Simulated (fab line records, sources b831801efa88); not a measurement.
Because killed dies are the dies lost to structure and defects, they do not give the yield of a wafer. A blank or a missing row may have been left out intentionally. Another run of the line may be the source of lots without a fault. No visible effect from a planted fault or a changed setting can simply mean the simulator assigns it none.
fab line records | flow sky130
[record] lots = 6 | wafers = 18 | last-day = 50
route steps=708 shown VIA4@658 METAL5@661 PAD_OPEN@708
lots that met no fault: from a run of the same line without faults
start-h: start of the lot's first displayed wafer, in hours after the record's first day | wait-h: time in hours since the lot's previous step | " unchanged from the row above | L1.1+2: a single row standing in for several wafers | - value missing, or start not given | * or withheld: withheld | < > ~ a bound
route shown NAME@n: names a module that has steps shown in the file, with the first one's number in the route | usual: average and standard deviation across the fault-free wafers | same: alike in all rows | chamber/n: place in a boat | sites: per-site readings | _std_site: the values' standard deviation | _edge_site: the outer-site mean with the inner-site mean subtracted | radius-mm: for every site, how far away it sits from the centre of the wafer | mask NAME#n: copy n | behind: the most recent tool/chamber to have shaped the wafer | hold: why the lot went on hold/how many hours it stayed there/how the hold came to an end | device: the n, p or np transistor that did not switch | end of line: tests run on the same wafers once the route is complete | step lacking rows: just its recipe | killed: the dies lost at the first sort to structure and to defects; this is not the yield of the wafer | map: a wafer's dies, marking killed ones x, the rest . and places with no die _
set.NAME: the setting that was run; set.NAME@STEP: the one run at that earlier step | model.NAME: the simulator's own value behind a step, which no gauge read
a table for each step, a row for each wafer; lots at some steps of the route
services: a tool's chamber out of use, with start hour (start-h, from the record's first day; less than 0 if before it), hours out, and reason
[[steps]]
[step SKY_VIA4_RS_MEAS_19]
[recipe] thk-meas-gauge = four-point-probe | reads = W_of_VIA4_CVD_18+TiN_of_VIA4_SPUTTER_17
[usual] VIA4_W_RS = 0.2270/0.0026
lot.wafer | tool          | chamber | start-h | wait-h | VIA4_W_RS[ohm/sq]
L982.1    | film-metro-04 | -       | 997.66  | 0.1    | 0.2271
L982.3    | "             | -       | "       | "      | 0.2296
L982.6    | "             | -       | "       | "      | 0.2289
L988.2    | film-metro-04 | -       | 1050.90 | 0.1    | 0.2251
L988.3    | "             | -       | "       | "      | 0.2274
L988.6    | "             | -       | "       | "      | 0.2251
L993.4    | film-metro-03 | -       | 1072.22 | 0.1    | 0.2265
L993.5    | "             | -       | "       | "      | 0.2264
L993.6    | "             | -       | "       | "      | 0.2262
L995.1    | film-metro-02 | -       | 1085.75 | 0.1    | 0.2256
L995.4    | "             | -       | "       | "      | 0.2286
L995.6    | "             | -       | "       | "      | 0.2279
L104.1    | film-metro-02 | -       | 1133.56 | 0.1    | 0.2295
L104.4    | "             | -       | "       | "      | 0.2289
L104.5    | "             | -       | "       | "      | 0.2290
L105.1    | film-metro-04 | -       | 1143.30 | 0.1    | 0.2240
L105.4    | "             | -       | "       | "      | 0.2263
L105.6    | "             | -       | "       | "      | 0.2247
[step SKY_VIA4_THK_MEAS_20]
[recipe] thk-meas-gauge = xrf | reads = W_of_VIA4_CVD_18
[usual] VIA4_W_THK = 518/7
lot.wafer | tool          | chamber | start-h | wait-h | VIA4_W_THK[nm]
L982.1    | film-metro-04 | -       | 997.78  | 0.1    | 519
L982.3    | "             | -       | "       | "      | 511
L982.6    | "             | -       | "       | "      | 517
L988.2    | film-metro-04 | -       | 1051.01 | 0.1    | 530
L988.3    | "             | -       | "       | "      | 521
L988.6    | "             | -       | "       | "      | 529
L993.4    | film-metro-03 | -       | 1072.31 | 0.1    | 519
L993.5    | "             | -       | "       | "      | 518
L993.6    | "             | -       | "       | "      | 518
L995.1    | film-metro-02 | -       | 1085.87 | 0.1    | 517
L995.4    | "             | -       | "       | "      | 511
L995.6    | "             | -       | "       | "      | 516
L104.1    | film-metro-02 | -       | 1133.68 | 0.1    | 511
L104.4    | "             | -       | "       | "      | 509
L104.5    | "             | -       | "       | "      | 513
L105.1    | film-metro-04 | -       | 1143.42 | 0.1    | 526
L105.4    | "             | -       | "       | "      | 522
L105.6    | "             | -       | "       | "      | 524
[step SKY_VIA4_CMP_21]
[recipe] stop-on = SiO2 | t-overpolish-s = 25 | down-force-psi = 3.5 | platen-rpm = 60 | target-thk-nm = 0 | pad-velocity-m-s = 0.94248
[usual] edge-zone-pressure-frac = 1.000/0.005 | head-pressure-psi = 3.501/0.0072 | motor-current-A = 11.2/1.1 | overpolish-run-s = 25.000/0.0082 | retaining-ring-pressure-frac = 1.000/0.005 | time-to-endpoint-s = 123/4.3
lot.wafer | tool   | chamber | start-h | wait-h | edge-zone-pressure-frac | head-pressure-psi | motor-current-A | overpolish-run-s | retaining-ring-pressure-frac | time-to-endpoint-s
L982.1    | cmp-01 | 1       | 997.84  | 0.1    | 0.997                   | 3.504             | 11.1            | 24.991           | 0.998                        | 128
L982.3    | "      | 0       | "       | "      | 0.997                   | 3.487             | 10.3            | 25.007           | 1.004                        | 127
L982.6    | "      | 2       | "       | "      | 1.004                   | 3.499             | 9.6             | 25.016           | 1.005                        | 125
L988.3    | cmp-01 | 3       | 1051.06 | 0.0    | 1.003                   | 3.504             | 12.9            | 25.001           | 0.995                        | 122
L988.2    | "      | 2       | "       | "      | 1.004                   | 3.498             | 10.1            | 24.996           | 1.008                        | 125
L988.6    | "      | 0       | "       | "      | 1.000                   | 3.495             | 10.6            | 24.992           | 1.008                        | 125
L993.4    | cmp-01 | 2       | 1072.34 | 0.0    | 1.002                   | 3.485             | 10.4            | 24.994           | 1.001                        | 124
L993.5    | "      | 2       | "       | "      | 1.004                   | 3.496             | 10.6            | 25.011           | 1.006                        | 124
L993.6    | "      | 3       | "       | "      | 1.005                   | 3.515             | 13.4            | 25.003           | 0.999                        | 123
L995.1    | cmp-01 | 0       | 1086.40 | 0.5    | 1.004                   | 3.491             | 10.2            | 25.002           | 1.000                        | 120
L995.4    | "      | 2       | "       | "      | 0.995                   | 3.501             | 10.0            | 25.005           | 1.006                        | 120
L995.6    | "      | 0       | "       | "      | 0.991                   | 3.484             | 10.5            | 25.009           | 1.004                        | 120
L104.1    | cmp-01 | 3       | 1134.10 | 0.4    | 0.997                   | 3.506             | 13.0            | 24.995           | 1.000                        | 127
L104.4    | "      | 0       | "       | "      | 1.001                   | 3.507             | 9.9             | 24.985           | 0.995                        | 128
L104.5    | "      | 3       | "       | "      | 1.003                   | 3.502             | 13.6            | 24.999           | 1.003                        | 125
L105.4    | cmp-02 | 1       | 1143.53 | 0.1    | 1.000                   | 3.500             | 10.5            | 24.999           | 0.992                        | 126
L105.1    | "      | 2       | "       | "      | 1.001                   | 3.496             | 11.4            | 24.997           | 0.995                        | 121
L105.6    | "      | 1       | "       | "      | 1.008                   | 3.507             | 10.3            | 25.018           | 0.994                        | 120
[step SKY_METAL5_SPUTTER_00]
[recipe] material = Ti | target-thk-nm = 15 | power-w = 3000 | time-s = 10 | chamber-pressure-pa = 0.4
[usual] throttle-valve-pct = 30.3/1.2
lot.wafer | tool           | chamber | start-h | wait-h | throttle-valve-pct
L982.1    | pvd-sputter-04 | -       | 998.14  | 0.2    | 29.9
L982.3    | "              | -       | "       | "      | 31.1
L982.6    | "              | -       | "       | "      | 33.2
L988.2    | pvd-sputter-02 | -       | 1051.36 | 0.1    | 29.0
L988.3    | "              | -       | "       | "      | 30.7
L988.6    | "              | -       | "       | "      | 30.4
L993.4    | pvd-sputter-02 | -       | 1072.64 | 0.2    | 30.4
L993.5    | "              | -       | "       | "      | 30.6
L993.6    | "              | -       | "       | "      | 30.2
L995.1    | pvd-sputter-03 | -       | 1086.70 | 0.2    | 31.9
L995.4    | "              | -       | "       | "      | 30.5
L995.6    | "              | -       | "       | "      | 29.7
L104.1    | pvd-sputter-02 | -       | 1134.35 | 0.2    | 30.5
L104.4    | "              | -       | "       | "      | 30.0
L104.5    | "              | -       | "       | "      | 30.3
L105.1    | pvd-sputter-03 | -       | 1143.78 | 0.1    | 29.6
L105.4    | "              | -       | "       | "      | 29.3
L105.6    | "              | -       | "       | "      | 29.0
[step SKY_METAL5_SPUTTER_01]
[recipe] material = TiN | target-thk-nm = 20 | power-w = 6500 | time-s = 16.7 | chamber-pressure-pa = 0.4
[step SKY_METAL5_SPUTTER_02]
[recipe] material = AlCu | target-thk-nm = 1150 | power-w = 10600 | time-s = 61.2 | chamber-pressure-pa = 0.4
[step SKY_METAL5_SPUTTER_03]
[recipe] material = Ti | target-thk-nm = 5 | power-w = 3000 | time-s = 3.3 | chamber-pressure-pa = 0.4
[usual] throttle-valve-pct = 30.3/1.2
lot.wafer | tool           | chamber | start-h | wait-h | throttle-valve-pct
L982.1    | pvd-sputter-04 | -       | 998.24  | 0.0    | 29.7
L982.3    | "              | -       | "       | "      | 30.8
L982.6    | "              | -       | "       | "      | 33.0
L988.2    | pvd-sputter-02 | -       | 1051.46 | 0.0    | 28.9
L988.3    | "              | -       | "       | "      | 30.6
L988.6    | "              | -       | "       | "      | 30.1
L993.4    | pvd-sputter-02 | -       | 1072.74 | 0.0    | 30.4
L993.5    | "              | -       | "       | "      | 30.2
L993.6    | "              | -       | "       | "      | 30.7
L995.1    | pvd-sputter-03 | -       | 1086.80 | 0.0    | 32.0
L995.4    | "              | -       | "       | "      | 30.8
L995.6    | "              | -       | "       | "      | 29.4
L104.1    | pvd-sputter-02 | -       | 1134.45 | 0.0    | 30.5
L104.4    | "              | -       | "       | "      | 30.0
L104.5    | "              | -       | "       | "      | 30.8
L105.1    | pvd-sputter-03 | -       | 1143.88 | 0.0    | 29.6
L105.4    | "              | -       | "       | "      | 29.1
L105.6    | "              | -       | "       | "      | 29.1
[step SKY_METAL5_SPUTTER_04]
[recipe] material = TiN | target-thk-nm = 70 | power-w = 6500 | time-s = 58.3 | chamber-pressure-pa = 0.4
[usual] throttle-valve-pct = 30.2/1.2
lot.wafer | tool           | chamber | start-h | wait-h | throttle-valve-pct
L982.1    | pvd-sputter-04 | -       | 998.26  | 0.0    | 29.6
L982.3    | "              | -       | "       | "      | 31.0
L982.6    | "              | -       | "       | "      | 32.8
L988.2    | pvd-sputter-02 | -       | 1051.48 | 0.0    | 28.6
L988.3    | "              | -       | "       | "      | 30.5
L988.6    | "              | -       | "       | "      | 30.2
L993.4    | pvd-sputter-02 | -       | 1072.76 | 0.0    | 30.2
L993.5    | "              | -       | "       | "      | 30.2
L993.6    | "              | -       | "       | "      | 30.4
L995.1    | pvd-sputter-03 | -       | 1086.82 | 0.0    | 32.0
L995.4    | "              | -       | "       | "      | 30.6
L995.6    | "              | -       | "       | "      | 29.5
L104.1    | pvd-sputter-02 | -       | 1134.47 | 0.0    | 30.6
L104.4    | "              | -       | "       | "      | 30.0
L104.5    | "              | -       | "       | "      | 30.6
L105.1    | pvd-sputter-03 | -       | 1143.90 | 0.0    | 29.3
L105.4    | "              | -       | "       | "      | 29.1
L105.6    | "              | -       | "       | "      | 28.9
[step SKY_METAL5_RS_MEAS_05]
[recipe] thk-meas-gauge = four-point-probe | reads = TiN_of_METAL5_SPUTTER_04+Ti_of_METAL5_SPUTTER_03+AlCu_of_METAL5_SPUTTER_02+TiN_of_METAL5_SPUTTER_01+Ti_of_METAL5_SPUTTER_00
[usual] METAL5_ALCU_RS = 0.02711/0.00021
lot.wafer | tool          | chamber | start-h | wait-h | METAL5_ALCU_RS[ohm/sq]
L982.1    | film-metro-01 | -       | 998.31  | 0.0    | 0.02706
L982.3    | "             | -       | "       | "      | 0.02708
L982.6    | "             | -       | "       | "      | 0.02683
L988.2    | film-metro-03 | -       | 1051.55 | 0.0    | 0.02704
L988.3    | "             | -       | "       | "      | 0.02714
L988.6    | "             | -       | "       | "      | 0.02703
L993.4    | film-metro-02 | -       | 1072.87 | 0.1    | 0.02718
L993.5    | "             | -       | "       | "      | 0.02703
L993.6    | "             | -       | "       | "      | 0.02694
L995.1    | film-metro-02 | -       | 1086.86 | 0.0    | 0.02705
L995.4    | "             | -       | "       | "      | 0.02719
L995.6    | "             | -       | "       | "      | 0.02704
L104.1    | film-metro-03 | -       | 1134.52 | 0.0    | 0.02721
L104.4    | "             | -       | "       | "      | 0.02722
L104.5    | "             | -       | "       | "      | 0.02734
L105.1    | film-metro-01 | -       | 1143.95 | 0.0    | 0.02754
L105.4    | "             | -       | "       | "      | 0.02755
L105.6    | "             | -       | "       | "      | 0.0274
[step SKY_METAL5_THK_MEAS_06]
[recipe] thk-meas-gauge = xrf | reads = AlCu_of_METAL5_SPUTTER_02
[usual] METAL5_ALCU_THK = 1132/11
lot.wafer | tool          | chamber | start-h | wait-h | METAL5_ALCU_THK[nm]
L982.1    | film-metro-01 | -       | 998.43  | 0.1    | 1135
L982.3    | "             | -       | "       | "      | 1127
L982.6    | "             | -       | "       | "      | 1147
L988.2    | film-metro-03 | -       | 1051.66 | 0.1    | 1139
L988.3    | "             | -       | "       | "      | 1138
L988.6    | "             | -       | "       | "      | 1135
L993.4    | film-metro-02 | -       | 1072.96 | 0.1    | 1117
L993.5    | "             | -       | "       | "      | 1127
L993.6    | "             | -       | "       | "      | 1130
L995.1    | film-metro-02 | -       | 1086.98 | 0.1    | 1130
L995.4    | "             | -       | "       | "      | 1118
L995.6    | "             | -       | "       | "      | 1137
L104.1    | film-metro-03 | -       | 1134.64 | 0.1    | 1139
L104.4    | "             | -       | "       | "      | 1138
L104.5    | "             | -       | "       | "      | 1140
L105.1    | film-metro-01 | -       | 1144.07 | 0.1    | 1122
L105.4    | "             | -       | "       | "      | 1120
L105.6    | "             | -       | "       | "      | 1129
[step SKY_METAL5_DEHYDRATE_07]
[recipe] temp-c = 200 | time-s = 60
[step SKY_METAL5_HMDS_08]
[recipe] prime-time-s = 60 | prime-temp-c = 120
[step SKY_METAL5_COAT_09]
[recipe] resist = NOVOLAK | spin-rpm = 3000 | resist-thk-nm = 1800
[usual] dispense-pressure-kPa = 49.2/2.8 | spin-speed-rpm = 3000.0/2.1
lot.wafer | tool           | chamber | start-h | wait-h | dispense-pressure-kPa | spin-speed-rpm | model.NOVOLAK_of_METAL5_COAT_09.thk-nm
L982.1    | litho-track-02 | 0       | 1009.56 | 0.1    | 46.5                  | 2998.1         | 1803
L982.3    | "              | 0       | "       | "      | 46.5                  | 2998.9         | 1797
L982.6    | "              | 0       | "       | "      | 46.5                  | 2996.8         | 1802
L988.2    | litho-track-03 | 0       | 1061.33 | 0.1    | 48.5                  | 3002.0         | 1805
L988.3    | "              | 0       | "       | "      | 48.5                  | 2999.7         | 1810
L988.6    | "              | 0       | "       | "      | 48.6                  | 2998.9         | 1811
L993.4    | litho-track-03 | 0       | 1082.73 | 0.1    | 48.5                  | 3241.9         | 1740
L993.5    | "              | 0       | "       | "      | 48.5                  | 3244.9         | 1741
L993.6    | "              | 0       | "       | "      | 48.5                  | 3240.1         | 1747
L995.1    | litho-track-03 | 0       | 1096.40 | 0.1    | 48.5                  | 3239.7         | 1733
L995.4    | "              | 0       | "       | "      | 48.5                  | 3238.5         | 1737
L995.6    | "              | 0       | "       | "      | 48.5                  | 3240.1         | 1735
L104.1    | litho-track-04 | 0       | 1143.89 | 0.1    | 54.4                  | 3003.0         | 1802
L104.4    | "              | 0       | "       | "      | 54.4                  | 2998.2         | 1806
L104.5    | "              | 0       | "       | "      | 54.5                  | 2999.2         | 1806
L105.1    | litho-track-03 | 0       | 1152.55 | 0.1    | 48.5                  | 3005.9         | 1799
L105.4    | "              | 0       | "       | "      | 48.5                  | 2999.9         | 1801
L105.6    | "              | 0       | "       | "      | 48.4                  | 3002.5         | 1805
[step SKY_METAL5_SOFTBAKE_10]
[recipe] temp-c = 90 | time-s = 60 | resist = NOVOLAK
[step SKY_METAL5_EXPOSE_11]
[recipe] mask-id = MM5 | na = 0.6 | source-shape = conventional | sigma-outer = 0.6 | polarization = unpolarized | target-cd-nm = 1600 | dose-mj = 190
[step SKY_METAL5_PEB_12]
[recipe] temp-c = withheld | time-s = * | resist = NOVOLAK
[step SKY_METAL5_DEVELOP_13]
[recipe] resist = NOVOLAK | developer = TMAH | develop-time-s = 60 | dev-temp-c = 23
[step SKY_METAL5_DESCUM_14]
[recipe] chemistry = O2 | source-power-w = 150 | bias-power-w = 0 | pressure-mtorr = 10 | temp-c = 40 | time-s = 11
[usual] drypump-motor-current-A = 5.8/0.65 | he-backside-leak-sccm = 3.47/0.18 | oes-product-au = 0.997/0.0071
lot.wafer | tool         | chamber | start-h | wait-h | drypump-motor-current-A | he-backside-leak-sccm | oes-product-au | rf-hours-counter-h
L982.1    | rie-metal-02 | 0       | 1021.36 | 0.1    | 6.6                     | 3.59                  | 0.987          | 8
L982.3    | "            | 0       | "       | "      | 6.6                     | 3.39                  | 0.994          | -
L982.6    | "            | 0       | "       | "      | 6.6                     | 3.31                  | 0.997          | -
L988.2    | rie-metal-02 | 1       | 1072.91 | 0.1    | 5.5                     | 3.69                  | 1.013          | 3
L988.3    | "            | 1       | "       | "      | 5.5                     | 4.60                  | 0.999          | -
L988.6    | "            | 0       | "       | "      | 6.6                     | 3.20                  | 1.002          | -
L993.4    | rie-metal-01 | 1       | 1093.06 | 0.1    | 5.2                     | 3.28                  | 0.988          | -
L993.5    | "            | 0       | "       | "      | 6.4                     | 3.59                  | 0.992          | -
L993.6    | "            | 1       | "       | "      | 5.2                     | 3.26                  | 0.989          | -
L995.1    | rie-metal-02 | 1       | 1106.05 | 0.1    | 5.5                     | 3.61                  | 1.000          | 5
L995.4    | "            | 1       | "       | "      | 5.5                     | 3.63                  | 1.001          | -
L995.6    | "            | 0       | "       | "      | 6.6                     | 3.66                  | 0.986          | -
L104.1    | rie-metal-02 | 0       | 1152.76 | 0.1    | 6.6                     | 3.51                  | 1.004          | 18
L104.4    | "            | 0       | "       | "      | 6.6                     | 3.60                  | 0.992          | -
L104.5    | "            | 0       | "       | "      | 6.6                     | 3.56                  | 0.998          | -
L105.1    | rie-metal-03 | 0       | 1161.46 | 0.1    | 5.6                     | 3.47                  | 0.994          | 21
L105.4    | "            | 1       | "       | "      | 4.7                     | 3.44                  | 0.989          | -
L105.6    | "            | 1       | "       | "      | 4.7                     | 3.54                  | 0.996          | -
[step SKY_METAL5_METAL_ETCH_15]
[recipe] target-depth-a = 12600 | stop-on = SiO2 | over-etch-frac = 0.2 | time-s = 252 | chemistry = Cl2/BCl3 | resist-sidewall-deg = 86 | pressure-mtorr = 10 | icp-w = 900 | bias-w = 48.5 | Cl2_flow_sccm = 60 | bcl3-flow-sccm = 30
[usual] bcl3-flow-sccm = 30.00/0.09 | drypump-motor-current-A = 5.8/0.65 | he-backside-leak-sccm = 3.5/0.43 | oes-product-au = 0.894/0.0056 | throttle-valve-pct = 22.265/0.0093
lot.wafer | tool         | chamber | start-h | wait-h | bcl3-flow-sccm | drypump-motor-current-A | he-backside-leak-sccm | oes-product-au | rf-hours-counter-h | throttle-valve-pct | model.NOVOLAK_of_METAL5_COAT_09.thk-nm
L982.1    | rie-metal-02 | 0       | 1021.43 | 0.1    | 29.88          | 6.6                     | 3.2                   | 0.896          | 8                  | 22.271             | 1045
L982.3    | "            | 0       | "       | "      | 29.95          | 6.6                     | 3.0                   | 0.892          | -                  | 22.249             | 1043
L982.6    | "            | 0       | "       | "      | 29.97          | 6.6                     | 3.2                   | 0.891          | -                  | 22.258             | 1038
L988.2    | rie-metal-02 | 1       | 1072.95 | 0.0    | 29.98          | 5.4                     | 3.6                   | 0.901          | 3                  | 22.290             | 1032
L988.3    | "            | 1       | "       | "      | 30.13          | 5.5                     | 3.5                   | 0.888          | -                  | 22.252             | 1036
L988.6    | "            | 0       | "       | "      | 30.00          | 6.6                     | 3.6                   | 0.901          | -                  | 22.266             | 1043
L993.4    | rie-metal-01 | 1       | 1093.17 | 0.1    | 29.93          | 5.2                     | 3.3                   | 0.891          | -                  | 22.264             | 984.7
L993.5    | "            | 0       | "       | "      | 29.96          | 6.4                     | 3.5                   | 0.894          | -                  | 22.264             | 988.1
L993.6    | "            | 1       | "       | "      | 30.05          | 5.2                     | 3.3                   | 0.898          | -                  | 22.262             | 992.9
L995.1    | rie-metal-02 | 1       | 1106.09 | 0.0    | 30.05          | 5.5                     | 3.6                   | 0.892          | 5                  | 22.267             | 957.5
L995.4    | "            | 1       | "       | "      | 29.99          | 5.5                     | 3.6                   | 0.891          | -                  | 22.261             | 960.1
L995.6    | "            | 0       | "       | "      | 30.12          | 6.6                     | 3.3                   | 0.894          | -                  | 22.253             | 972
L104.1    | rie-metal-02 | 0       | 1152.80 | 0.0    | 30.11          | 6.6                     | 3.3                   | 0.896          | 18                 | 22.268             | 1040
L104.4    | "            | 0       | "       | "      | 30.13          | 6.6                     | 3.3                   | 0.881          | -                  | 22.269             | 1047
L104.5    | "            | 0       | "       | "      | 30.12          | 6.6                     | 3.3                   | 0.893          | -                  | 22.275             | 1044
L105.1    | rie-metal-03 | 0       | 1161.50 | 0.0    | 29.91          | 5.6                     | 3.5                   | 0.898          | 21                 | 22.261             | 1029
L105.4    | "            | 1       | "       | "      | 30.07          | 4.7                     | 3.4                   | 0.896          | -                  | 22.279             | 1036
L105.6    | "            | 1       | "       | "      | 30.07          | 4.7                     | 3.6                   | 0.896          | -                  | 22.260             | 1041
[step SKY_METAL5_STRIP_16]
[recipe] chemistry = O2/N2 | power-w = 1400 | pressure-mtorr = 1500 | platen-temp-c = withheld | o2-flow-sccm = 3000 | n2-flow-sccm = 300 | overash-fraction = 0.5
[usual] drypump-motor-current-A = 5.8/0.52 | oes-product-au = 0.711/0.0046 | strip-time-to-endpoint-s = 13.10/0.11
lot.wafer | tool            | chamber | start-h | wait-h | drypump-motor-current-A | oes-product-au | rf-hours-counter-h | strip-time-to-endpoint-s
L982.1    | plasma-asher-02 | 1       | 1021.90 | 0.4    | 5.5                     | 0.712          | 56                 | 13.20
L982.3    | "               | 0       | "       | "      | 5.2                     | 0.706          | -                  | 13.17
L982.6    | "               | 0       | "       | "      | 5.2                     | 0.706          | -                  | 13.11
L988.2    | plasma-asher-01 | 0       | 1073.18 | 0.2    | 5.7                     | 0.704          | 96                 | 13.03
L988.3    | "               | 0       | "       | "      | 5.7                     | 0.710          | -                  | 13.07
L988.6    | "               | 1       | "       | "      | 6.5                     | 0.703          | -                  | 13.17
L993.4    | plasma-asher-02 | 1       | 1093.36 | 0.1    | 5.5                     | 0.709          | -                  | 12.55
L993.5    | "               | 0       | "       | "      | 5.2                     | 0.704          | -                  | 12.58
L993.6    | "               | 1       | "       | "      | 5.5                     | 0.719          | -                  | 12.65
L995.1    | plasma-asher-02 | 1       | 1106.32 | 0.2    | 5.5                     | 0.715          | 65                 | 12.22
L995.4    | "               | 0       | "       | "      | 5.2                     | 0.711          | -                  | 12.25
L995.6    | "               | 1       | "       | "      | 5.5                     | 0.720          | -                  | 12.39
L104.1    | plasma-asher-04 | 0       | 1153.03 | 0.2    | 6.3                     | 0.708          | 8                  | 13.14
L104.4    | "               | 0       | "       | "      | 6.3                     | 0.716          | -                  | 13.22
L104.5    | "               | 0       | "       | "      | 6.3                     | 0.709          | -                  | 13.18
L105.1    | plasma-asher-01 | 0       | 1161.73 | 0.2    | 5.7                     | 0.704          | 105                | 12.99
L105.4    | "               | 1       | "       | "      | 6.5                     | 0.709          | -                  | 13.09
L105.6    | "               | 1       | "       | "      | 6.5                     | 0.707          | -                  | 13.15
[step SKY_METAL5_STRIP_17]
[recipe] chemistry = post-etch-residue-remover | time-s = 1200 | temp-c = 72.5
[step SKY_PAD_OPEN_PROBE_99]
[usual] defect-limited-yield = 82.5/1.9 | killed_at_M0_to_M3 = 44/6.4 | killed_at_M4_up = 3.4/2.1 | killed-at-contacts = 23/5 | killed-at-front-end = 15/4.5 | killed-at-other = 0.3/0.54 | killed-dies = 86/9.5 | killed-open = 48/6.9 | killed-short = 38/5.9 | sort_bin_3_pad_short = 0.8/0.44 | sort_bin_5_function = 10.5/1.6 | sort_bin_6_memory = 6.1/1.1 | sort-n-pass = 406/9.5 | sort-yield-pct = 82.5/1.9
[same] gross-dies = 492 | killed-at-back-side = 0 | sort_bin_4_leakage[%] = 0 | sort_bin_8_speed[%] = 0
lot.wafer | tool      | chamber | start-h | wait-h | defect-limited-yield[%] | killed_at_M0_to_M3 | killed_at_M4_up | killed-at-contacts | killed-at-front-end | killed-at-other | killed-dies | killed-open | killed-short | sort_bin_3_pad_short[%] | sort_bin_5_function[%] | sort_bin_6_memory[%] | sort-n-pass | sort-yield-pct[%]
L982.1    | prober-01 | -       | 1069.01 | 0.1    | 82.7                    | 45                 | 4               | 18                 | 18                  | 0               | 85          | 50          | 34           | 0.6                     | 11.6                   | 5.1                  | 407         | 82.7
L982.3    | prober-01 | -       | 1069.11 | 0.2    | 80.1                    | 49                 | 4               | 22                 | 21                  | 2               | 98          | 46          | 50           | 1.2                     | 11.4                   | 7.3                  | 394         | 80.1
L982.6    | prober-01 | -       | 1069.26 | 0.2    | 85.8                    | 37                 | 0               | 20                 | 12                  | 1               | 70          | 38          | 31           | 1.2                     | 8.7                    | 4.3                  | 422         | 85.8
// killed by level:class
L982.1 VIA1:geometric-particle:open=10 VIA2:geometric-particle:open=9 CONTACT:geometric-particle:open=7 POLY_GATE:geometric-particle:short=6 METAL1:geometric-particle:short=5 VIA3:geometric-particle:open=5 FIELD_ISO:geometric-particle:open=4 VIA1:geometric-particle:short=4
L982.3 VIA1:geometric-particle:open=10 METAL3:geometric-particle:short=8 POLY_GATE:geometric-particle:open=7 CONTACT:geometric-particle:open=7 METAL1:geometric-particle:short=6 VIA1:geometric-particle:short=6 LI_CONTACT:geometric-particle:short=5 LI_CONTACT:geometric-particle:open=5
L982.6 CONTACT:geometric-particle:open=9 VIA3:geometric-particle:open=7 VIA1:geometric-particle:open=6 METAL2:geometric-particle:short=6 FIELD_ISO:geometric-particle:open=5 METAL1:geometric-particle:short=5 LI_CONTACT:geometric-particle:open=3 LOCAL_INTERCONNECT:geometric-particle:short=3
[[services]]
tool            | chamber | start-h | hours | kind
rie-metal-03    | -       | 974.87  | 1.2   | repair
plasma-asher-04 | -       | 976.68  | 2.8   | pm
pvd-sputter-03  | -       | 977.03  | 29.4  | repair
plasma-asher-02 | -       | 977.03  | 2.0   | repair
rie-metal-02    | 1       | 1014.87 | -     | clean
rie-metal-02    | 1       | 1014.87 | 15.3  | scheduled-down
rie-metal-02    | 1       | 1014.87 | 15.3  | vent-cycle
pvd-sputter-02  | 3       | 1037.66 | -     | consumable-replace:kit
pvd-sputter-02  | 3       | 1037.66 | 18.0  | scheduled-down
pvd-sputter-02  | 3       | 1037.66 | 18.0  | vent-cycle
pvd-sputter-03  | -       | 1041.82 | 4.0   | repair
plasma-asher-04 | -       | 1055.25 | 9.0   | pm
pvd-sputter-03  | 0       | 1066.16 | -     | consumable-replace:kit
pvd-sputter-03  | 0       | 1066.16 | 18.0  | scheduled-down
rie-metal-02    | -       | 1068.06 | 1.4   | pm
pvd-sputter-03  | -       | 1068.66 | 4.1   | repair
cmp-02          | -       | 1084.76 | 4.0   | pm
cmp-02          | -       | 1085.03 | 0.3   | repair
rie-metal-03    | 1       | 1111.93 | 4.8   | repair
plasma-asher-01 | -       | 1113.85 | 0.9   | repair
cmp-02          | -       | 1126.40 | 7.2   | repair
cmp-01          | -       | 1127.60 | 1.4   | repair
cmp-01          | -       | 1143.62 | 5.2   | pm
cmp-01          | -       | 1156.31 | 12.6  | repair
[[key]]
[first-sign] step = SKY_METAL5_COAT_09 | reading = spin-speed-rpm | direction = up | sigmas = 99+ | usual = 3000.0 | struck = 3240.9
[effect] step = SKY_METAL5_STRIP_16 | reading = strip-time-to-endpoint-s | direction = down | sigmas = 5.9 | usual = * | struck = *
[model-effect] step = SKY_METAL5_COAT_09 | value = NOVOLAK_of_METAL5_COAT_09.thk-nm | without = 1808 | struck = 1739
[model-effect] step = SKY_METAL5_METAL_ETCH_15 | value = NOVOLAK_of_METAL5_COAT_09.thk-nm | without = 1045 | struck = 975.9
met-at SKY_METAL5_COAT_09
struck-wafers L993.4,L993.5,L993.6,L995.1,L995.4,L995.6
onset-between 1061.33 1082.73
[fault] kind = process-parameter-drift | tool = litho-track-03 | chamber = - | onset-h = 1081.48 | steps = SKY_METAL5_COAT_09 | channel = spin-rpm | offset = 241.76 | shape = step | end-h = 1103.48 | acts-in = these-recipes-only | stated = 3000
